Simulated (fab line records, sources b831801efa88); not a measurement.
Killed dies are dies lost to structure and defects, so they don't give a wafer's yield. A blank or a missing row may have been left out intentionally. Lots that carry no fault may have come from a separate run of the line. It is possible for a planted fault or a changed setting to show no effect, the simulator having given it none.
fab line records	flow sky130
[record] lots = 6	wafers = 17	lastDay = 50
route steps=708 shown METAL2@501 VIA2@507
lots with no fault: from the same line, run without faults
startH: the number of hours between the record's first day and the start of the first shown wafer of the lot	waitH: hours elapsed since this lot's preceding step	" same as the row above	L1.1+2: a single row standing in for several wafers	- no value present, or no start provided	* or withheld: withheld	< > ~ a bound
route shown NAME@n: names a module that has steps shown in the file, with the first one's number in the route	usual: average and standard deviation across the fault-free wafers	same: alike in all rows	chamber/n: place in a boat	sites: the reading at each site	_std_site: the values' standard deviation	_edge_site: outer sites' mean less inner sites'	radiusMm: how far each site lies from the wafer's centre	mask NAME#n: copy n	behind: the most recent tool/chamber to have shaped the wafer	hold: why the lot went on hold/how many hours it stayed there/how the hold came to an end	device: transistor that didn't switch, given as n, p or np	end of line: tests run on the same wafers once the route is complete	a step without rows: its recipe alone	killed: not the wafer's yield, but the dies lost to structure and defects at the first sort	map: a wafer's dies, marking killed ones x, the rest . and places with no die _
set.NAME: setting as actually run; set.NAME@STEP: the setting as run at that earlier step	model.NAME: the simulator's own value behind a step, which no gauge read
lots at selected steps of the route; one table per step, one row per wafer
services: from which hour (startH, from the record's first day; less than 0 if before it) a tool's chamber was out of use, for how many hours, and why
[[steps]]
[step SKY_METAL2_ETCH_18]
[recipe] chemistry = N2/H2	target = BARC	ionEnergyEv = 200	biasW = 100	pressureMtorr = 30	n2FlowSccm = 100	h2FlowSccm = 200	icpW = 500	stopOn = SiO2	timeS = 45.9	targetDepthA = 600
[usual] biasW = 100.04/0.28	chamberPressureMTorr = 30.001/0.025	drypumpMotorCurrentA = 5.7/0.42	n2FlowSccm = 100.00/0.3	oesProductAu = 0.855/0.0045	rfFwdPowerW = 494.8/2.3	throttleValvePct = 13.225/0.0086
lot.wafer	tool	chamber	startH	waitH	biasW	chamberPressureMTorr	drypumpMotorCurrentA	n2FlowSccm	oesProductAu	rfFwdPowerW	rfHoursCounterH	throttleValvePct
L399.2	rieMetal-01	0	856.65	0.0	99.92	30.058	6.3	100.33	0.855	493.0	2	13.220
L399.3	"	0	"	"	99.25	29.995	6.3	99.66	0.859	493.3	-	13.217
L399.6	"	1	"	"	99.68	30.052	5.2	99.75	0.852	498.5	-	13.237
L412.2	rieMetal-04	1	955.16	0.0	99.59	29.964	5.6	99.92	0.867	495.4	11	13.228
L412.4	"	0	"	"	100.34	30.014	6.1	100.73	0.863	489.4	-	13.221
L412.5	"	1	"	"	99.97	30.007	5.6	99.91	0.859	497.9	-	13.217
L409.1	rieMetal-01	0	955.45	0.0	99.94	29.992	6.3	100.46	0.854	494.7	7	13.229
L409.4	"	0	"	"	99.99	30.006	6.3	100.22	0.856	495.8	-	13.228
L409.5	"	0	"	"	100.14	29.986	6.4	100.17	0.849	493.6	-	13.222
L408.2	rieMetal-02	1	959.89	0.0	100.29	29.993	5.1	100.25	0.854	496.4	6	13.222
L408.4	"	1	"	"	99.85	29.960	5.1	99.97	0.859	497.7	-	13.211
L408.6	"	1	"	"	99.81	30.015	5.1	100.41	0.851	495.3	-	13.222
L413.4	rieMetal-04	0	961.98	0.0	100.02	30.021	6.1	99.88	0.845	491.7	-	13.241
L413.5	"	1	"	"	100.31	29.985	5.6	99.54	0.858	496.7	-	13.219
L418.2	rieMetal-01	0	999.40	0.0	99.83	29.970	6.3	99.83	0.853	493.3	10	13.219
L418.3	"	1	"	"	100.30	29.998	5.2	99.69	0.850	497.4	-	13.222
L418.4	"	0	"	"	100.06	29.992	6.3	99.96	0.852	494.2	-	13.231
[step SKY_METAL2_METAL_ETCH_19]
[recipe] targetDepthA = 3600	stopOn = SiO2	overEtchFrac = 0.3	timeS = 78	chemistry = Cl2/BCl3	resistSidewallDeg = 88	pressureMtorr = 10	icpW = 900	biasW = 48.5	Cl2_flow_sccm = 60	bcl3FlowSccm = 30
[usual] biasW = 48.50/0.16	chamberPressureMTorr = 10.001/0.011	drypumpMotorCurrentA = 5.7/0.42	oesProductAu = 0.855/0.0057	rfFwdPowerW = 894/3.3	throttleValvePct = 22.265/0.009
[same] overEtchFrac = 0.3
lot.wafer	tool	chamber	startH	waitH	biasW	chamberPressureMTorr	drypumpMotorCurrentA	oesProductAu	rfFwdPowerW	rfHoursCounterH	throttleValvePct
L399.2	rieMetal-01	0	856.71	0.0	48.63	10.015	6.3	0.861	894	2	22.255
L399.3	"	0	"	"	48.64	9.983	6.3	0.860	893	-	22.266
L399.6	"	1	"	"	48.55	9.998	5.2	0.859	898	-	22.246
L412.2	rieMetal-04	1	955.22	0.0	48.20	10.002	5.6	0.856	896	11	22.272
L412.4	"	0	"	"	48.61	10.017	6.0	0.852	891	-	22.257
L412.5	"	1	"	"	48.34	10.008	5.6	0.862	897	-	22.265
L409.1	rieMetal-01	0	955.51	0.0	48.61	10.001	6.3	0.851	895	7	22.264
L409.4	"	0	"	"	48.75	10.008	6.3	0.855	897	-	22.250
L409.5	"	0	"	"	48.68	10.000	6.3	0.847	899	-	22.277
L408.2	rieMetal-02	1	959.95	0.0	48.58	9.986	5.1	0.868	900	6	22.254
L408.4	"	1	"	"	48.71	10.004	5.1	0.875	899	-	22.268
L408.6	"	1	"	"	48.61	9.996	5.1	0.861	896	-	22.272
L413.4	rieMetal-04	0	962.05	0.1	48.64	9.996	6.0	0.855	892	-	22.263
L413.5	"	1	"	"	48.62	10.009	5.5	0.853	902	-	22.262
L418.2	rieMetal-01	0	999.47	0.0	48.63	10.000	6.3	0.848	890	10	22.276
L418.3	"	1	"	"	48.41	10.002	5.2	0.854	894	-	22.258
L418.4	"	0	"	"	48.49	10.004	6.3	0.849	896	-	22.262
[step SKY_METAL2_STRIP_20]
[recipe] chemistry = O2/N2	powerW = 1400	pressureMtorr = 1500	platenTempC = withheld	o2FlowSccm = 3000	n2FlowSccm = 300	overashFraction = 0.5
[usual] chamberPressureMTorr = 1500.0/1.4	drypumpMotorCurrentA = 5.8/0.5	n2FlowSccm = 299.9/0.83	oesProductAu = 0.343/0.0048	stripTimeToEndpointS = 2.702/0.026
lot.wafer	tool	chamber	startH	waitH	chamberPressureMTorr	drypumpMotorCurrentA	n2FlowSccm	oesProductAu	rfHoursCounterH	stripTimeToEndpointS
L399.2	plasmaAsher-02	0	856.80	0.1	1500.6	6.4	299.5	0.345	103	2.775
L399.3	"	0	"	"	1498.7	6.4	300.4	0.346	-	2.769
L399.6	"	1	"	"	1499.5	6.3	298.7	0.346	-	2.740
L412.2	plasmaAsher-02	1	955.31	0.1	1500.1	6.3	299.9	0.347	113	2.691
L412.4	"	1	"	"	1499.7	6.3	299.8	0.335	-	2.673
L412.5	"	1	"	"	1498.3	6.3	300.5	0.342	-	2.711
L409.1	plasmaAsher-04	0	955.60	0.1	1498.9	6.3	300.6	0.337	51	2.689
L409.4	"	0	"	"	1500.1	6.3	299.3	0.333	-	2.716
L409.5	"	1	"	"	1499.5	5.1	298.3	0.345	-	2.720
L408.2	plasmaAsher-01	1	960.04	0.1	1500.3	5.9	299.8	0.342	22	2.700
L408.4	"	0	"	"	1499.4	5.5	300.0	0.347	-	2.710
L408.6	"	1	"	"	1501.0	5.9	298.9	0.334	-	2.711
L413.4	plasmaAsher-01	1	962.15	0.1	1501.6	5.9	299.4	0.341	-	2.686
L413.5	"	0	"	"	1501.0	5.4	299.6	0.345	-	2.685
L418.2	plasmaAsher-02	1	999.56	0.1	1501.8	6.3	298.6	0.342	117	2.721
L418.3	"	0	"	"	1500.2	6.4	300.4	0.344	-	2.743
L418.4	"	1	"	"	1500.0	6.3	299.9	0.346	-	2.731
[step SKY_METAL2_STRIP_21]
[recipe] chemistry = postEtchResidueRemover	timeS = 1200	tempC = 72.5
[step SKY_METAL2_CLEAN_22]
[recipe] chemistry = IPA	timeS = 180	tempC = 25
[step SKY_METAL2_CLEAN_23]
[recipe] chemistry = O3/DIW	dry = n2Spin
[step SKY_VIA2_HDPCVD_00]
[recipe] material = SiO2	targetThkNm = 1180	sigmaOpenFrac = 0.3	timeS = 196.7	tempC = 400	sih4FlowSccm = 60	pressureMtorr = 6
[step SKY_VIA2_THK_MEAS_01]
[recipe] reads = SiO2_of_VIA2_HDPCVD_00
[usual] VIA2_HDPCVD_THK = 1178/11
lot.wafer	tool	chamber	startH	waitH	VIA2_HDPCVD_THK[nm]
L399.2	filmMetro-03	-	857.58	0.1	1173
L399.3	"	-	"	"	1177
L399.6	"	-	"	"	1178
L412.2	filmMetro-01	-	956.14	0.1	1188
L412.4	"	-	"	"	1180
L412.5	"	-	"	"	1176
L409.1	filmMetro-04	-	956.33	0.1	1190
L409.4	"	-	"	"	1177
L409.5	"	-	"	"	1181
L408.2	filmMetro-04	-	960.82	0.1	1160
L408.4	"	-	"	"	1157
L408.6	"	-	"	"	1163
L413.4	filmMetro-04	-	962.90	0.0	1172
L413.5	"	-	"	"	1185
L418.2	filmMetro-01	-	1000.28	0.1	1170
L418.3	"	-	"	"	1176
L418.4	"	-	"	"	1168
[step SKY_VIA2_CMP_02]
[recipe] material = SiO2	downForcePsi = 4	platenRpm = 60	padVelocityMS = 0.94248
[usual] motorCurrentA = 12.0/1
lot.wafer	tool	chamber	startH	waitH	motorCurrentA
L399.3	cmp-02	1	857.73	0.1	10.6
L399.2	"	2	"	"	13.7
L399.6	"	0	"	"	12.5
L412.2	cmp-01	2	956.24	0.1	12.3
L412.4	"	0	"	"	10.3
L412.5	"	2	"	"	12.3
L409.4	cmp-02	1	956.39	0.0	11.2
L409.1	"	3	"	"	12.9
L409.5	"	2	"	"	13.5
L408.4	cmp-01	3	960.87	0.0	12.1
L408.2	"	2	"	"	12.4
L408.6	"	0	"	"	10.3
L413.4	cmp-02	2	963.08	0.2	14.0
L413.5	"	3	"	"	12.9
L418.2	cmp-01	0	1000.38	0.1	9.8
L418.3	"	1	"	"	12.5
L418.4	"	2	"	"	12.2
[step SKY_VIA2_BOW_MEAS_03]
[recipe] mode = bow
[usual] VIA2_BOW = 86/7.6
lot.wafer	tool	chamber	startH	waitH	VIA2_BOW[um]
L399.2	filmMetro-01	-	857.95	0.1	76
L399.3	"	-	"	"	72
L399.6	"	-	"	"	77
L412.2	filmMetro-01	-	956.51	0.2	79
L412.4	"	-	"	"	78
L412.5	"	-	"	"	80
L409.1	filmMetro-03	-	956.69	0.1	97
L409.4	"	-	"	"	97
L409.5	"	-	"	"	82
L408.2	filmMetro-04	-	961.19	0.1	97
L408.4	"	-	"	"	94
L408.6	"	-	"	"	76
L413.4	filmMetro-03	-	963.29	0.2	83
L413.5	"	-	"	"	71
L418.2	filmMetro-03	-	1000.65	0.2	92
L418.3	"	-	"	"	82
L418.4	"	-	"	"	80
[step SKY_VIA2_DEHYDRATE_04]
[recipe] tempC = 200	timeS = 60
[step SKY_VIA2_HMDS_05]
[recipe] primeTimeS = 60	primeTempC = 120
[step SKY_VIA2_COAT_06]
[recipe] resist = BARC	tempC = withheld	timeS = withheld	spinRpm = 3000	resistThkNm = 60
lot.wafer	tool	chamber	startH	waitH
L399.2+3+6	lithoTrack-04	0	870.28	0.1
L412.2+4+5	lithoTrack-03	0	968.70	0.1
L409.1+4+5	lithoTrack-04	0	969.21	0.1
L408.2+4+6	lithoTrack-03	0	972.90	0.1
L413.4+5	lithoTrack-03	0	975.00	0.1
L418.2+3+4	lithoTrack-02	0	1012.73	0.1
[step SKY_VIA2_COAT_07]
[recipe] resist = KrF-thick	spinRpm = 3000	resistThkNm = 450
[step SKY_VIA2_SOFTBAKE_08]
[recipe] tempC = 100	timeS = 90	resist = KrF-thick
[step SKY_VIA2_EXPOSE_09]
[recipe] maskId = VIM2	na = 0.8	sourceShape = annular	sigmaInner = 0.55	sigmaOuter = 0.85	targetCdNm = 200	doseMj = 38
[step SKY_VIA2_PEB_10]
[recipe] pebTempC = withheld	pebTimeS = withheld	resist = KrF-thick
[step SKY_VIA2_DEVELOP_11]
[recipe] developTimeS = 60	resist = KrF-thick	devTempC = 21
[step SKY_VIA2_CD_MEAS_12]
[recipe] targetCdNm = 200
[usual] cdNm = 200.0/1.3
lot.wafer	tool	chamber	startH	waitH	cdNm
L399.2	cdSem-02	-	884.02	-	198.3
L399.3	"	-	"	"	198.2
L399.6	"	-	"	"	200.3
L412.2	cdSem-02	-	980.92	-	201.0
L412.4	"	-	"	"	202.4
L412.5	"	-	"	"	202.7
L409.1	cdSem-01	-	981.46	-	200.4
L409.4	"	-	"	"	199.6
L409.5	"	-	"	"	199.5
L408.2	cdSem-01	-	985.03	-	202.1
L408.4	"	-	"	"	201.8
L408.6	"	-	"	"	201.9
L413.4	cdSem-02	-	987.57	-	200.3
L413.5	"	-	"	"	200.3
L418.2	cdSem-02	-	1024.17	-	200.9
L418.3	"	-	"	"	200.3
L418.4	"	-	"	"	201.2
[step SKY_VIA2_OVL_MEAS_13]
[usual] VIA2_OVL = 0/4.7
lot.wafer	tool	chamber	startH	waitH	VIA2_OVL[nm]
L399.2	overlay-02	-	884.13	0.1	7
L399.3	"	-	"	"	9
L399.6	"	-	"	"	7
L412.2	overlay-01	-	981.03	0.1	-3
L412.4	"	-	"	"	-1
L412.5	"	-	"	"	-3
L409.1	overlay-02	-	981.58	0.1	-6
L409.4	"	-	"	"	10
L409.5	"	-	"	"	1
L408.2	overlay-02	-	985.13	0.1	-4
L408.4	"	-	"	"	-2
L408.6	"	-	"	"	1
L413.4	overlay-01	-	987.64	0.1	0
L413.5	"	-	"	"	-3
L418.2	overlay-02	-	1024.28	0.1	10
L418.3	"	-	"	"	5
L418.4	"	-	"	"	7
[step SKY_VIA2_ETCH_14]
[recipe] chemistry = N2/H2	target = BARC	ionEnergyEv = 200	sourceW = 500	biasW = 100	pressureMtorr = 30	n2FlowSccm = 100	h2FlowSccm = 200	stopOn = SiO2	timeS = 45.9	targetDepthA = 600
[usual] biasW = 100.0/0.33	chamberPressureMTorr = 30.003/0.025	drypumpMotorCurrentA = 5.7/0.49	n2FlowSccm = 99.95/0.27	oesProductAu = 0.855/0.0046	rfFwdPowerW = 494.8/2.1	throttleValvePct = 13.226/0.0091
lot.wafer	tool	chamber	startH	waitH	biasW	chamberPressureMTorr	drypumpMotorCurrentA	n2FlowSccm	oesProductAu	rfFwdPowerW	rfHoursCounterH	throttleValvePct	model.etch.depthNm
L399.2	rieDiel-03	0	884.16	0.0	100.2	30.014	5.9	99.98	0.853	496.8	9	13.223	60
L399.3	"	3	"	"	100.0	30.010	5.1	99.93	0.856	498.2	6	13.222	60.12
L399.6	"	1	"	"	100.1	30.006	6.1	99.52	0.856	494.5	-	13.229	59.92
L412.2	rieDiel-01	1	981.06	0.0	100.3	30.032	4.9	100.19	0.865	494.4	21	13.226	59.73
L412.4	"	3	"	"	100.2	30.013	6.4	99.97	0.851	494.9	14	13.214	59.85
L412.5	"	2	"	"	99.9	30.040	6.1	100.13	0.857	495.6	-	13.216	59.9
L409.1	rieDiel-03	1	981.61	0.0	99.8	29.962	6.1	99.59	0.855	494.7	7	13.221	60.24
L409.4	"	2	"	"	100.0	30.037	5.9	100.44	0.857	494.4	15	13.208	60.47
L409.5	"	2	"	"	100.3	29.982	5.9	100.49	0.860	493.6	-	13.220	60.38
L408.2	rieDiel-01	2	985.16	0.0	99.9	30.048	6.2	100.65	0.846	496.8	13	13.235	59.82
L408.4	"	3	"	"	99.7	30.026	6.4	99.68	0.821	495.7	14	13.218	56.93
L408.6	"	1	"	"	99.6	30.019	4.9	100.09	0.859	496.5	-	13.203	60.09
L413.4	rieDiel-02	1	987.66	0.0	99.5	30.010	6.2	99.77	0.838	489.6	19	13.210	57.12
L413.5	"	3	"	"	99.9	30.023	5.9	99.83	0.851	495.4	-	13.215	59.99
L418.2	rieDiel-03	2	1024.31	0.0	99.3	29.952	5.9	99.85	0.856	495.3	16	13.205	60.32
L418.3	"	3	"	"	100.1	30.007	5.0	100.09	0.859	494.6	10	13.206	60.25
L418.4	"	1	"	"	100.5	29.975	6.1	99.86	0.853	495.0	8	13.232	59.93
[step SKY_VIA2_ETCH_15]
[recipe] target = SiO2	chemistry = C4F8/O2/Ar	targetDepthNm = 546	stopOn = TiN	maskMaterial = KrF-thick	sourceW = 1500	biasW = 1200	pressureMtorr = 40	c4f8FlowSccm = withheld	O2_flow_sccm = 6	Ar_flow_sccm = 300	timeS = 84
[usual] biasW = 1200/3.7	chamberPressureMTorr = 40.00/0.039	oesProductAu = 0.939/0.0048	rfFwdPowerW = 1489/5.4
lot.wafer	tool	chamber	startH	waitH	biasW	chamberPressureMTorr	oesProductAu	rfFwdPowerW	rfHoursCounterH
L399.2	rieDiel-03	0	884.20	0.0	1204	39.97	0.938	1492	9
L399.3	"	3	"	"	1195	40.01	0.944	1488	6
L399.6	"	1	"	"	1197	39.98	0.940	1486	-
L412.2	rieDiel-01	1	981.10	0.0	1202	40.04	0.938	1485	21
L412.4	"	3	"	"	1202	40.01	0.940	1500	14
L412.5	"	2	"	"	1199	40.00	0.949	1488	-
L409.1	rieDiel-03	1	981.65	0.0	1201	39.96	0.950	1489	7
L409.4	"	2	"	"	1196	40.03	0.941	1491	15
L409.5	"	2	"	"	1196	39.87	0.936	1492	-
L408.2	rieDiel-01	2	985.20	0.0	1204	40.06	0.939	1495	13
L408.4	"	3	"	"	1200	39.97	0.946	1491	14
L408.6	"	1	"	"	1202	40.03	0.948	1494	-
L413.4	rieDiel-02	1	987.70	0.0	1201	40.02	0.936	1481	19
L413.5	"	3	"	"	1200	40.01	0.944	1486	-
L418.2	rieDiel-03	2	1024.35	0.0	1204	40.00	0.935	1495	16
L418.3	"	3	"	"	1198	39.97	0.940	1497	10
L418.4	"	1	"	"	1207	40.00	0.938	1485	8
[[services]]
tool	chamber	startH	hours	kind
plasmaAsher-04	-	835.60	14.6	pm
plasmaAsher-02	-	835.97	7.1	repair
rieDiel-01	-	843.42	14.6	pm
plasmaAsher-01	-	874.03	6.4	pm
cmp-02	-	893.04	1.4	repair
cmp-02	-	902.98	0.9	repair
cmp-02	-	912.00	4.0	pm
cmp-02	-	916.00	-	consumableReplace:conditioner
cmp-02	-	916.00	-	consumableReplace:pad
cmp-02	-	916.54	2.3	repair
plasmaAsher-04	-	916.72	0.7	repair
rieDiel-03	2	924.30	5.2	repair
rieDiel-01	0	943.99	6.9	repair
rieDiel-03	3	952.93	8.1	repair
cmp-01	-	957.95	0.8	repair
rieMetal-02	0	967.83	8.6	repair
rieDiel-01	-	971.53	2.8	pm
rieMetal-02	1	985.34	6.1	repair
rieMetal-04	-	989.88	2.2	repair
cmp-02	-	999.03	0.2	repair
cmp-01	-	1007.05	5.3	pm
rieDiel-02	-	1016.33	2.8	pm
cmp-02	-	1017.22	0.7	repair
plasmaAsher-01	-	1022.95	4.7	repair
[[key]]
[firstSign] step = SKY_VIA2_ETCH_14	reading = oesProductAu	direction = down	sigmas = 5.6	usual = 0.855	struck = 0.830
effect none on later readings
[modelEffect] step = SKY_VIA2_ETCH_14	value = etch.depthNm	without = 59.85	struck = 57.03
metAt SKY_VIA2_COAT_06
struckWafers L408.4,L413.4
onsetBetween 968.70 972.90
[fault] kind = processParameterDrift	tool = lithoTrack-03	chamber = -	onsetH = 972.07	steps = SKY_VIA2_COAT_06	channel = resistThkNm	offset = -2.8261	shape = step	endH = 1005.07	scope = struckWafersOnly	actsIn = theseRecipesOnly	stated = 60
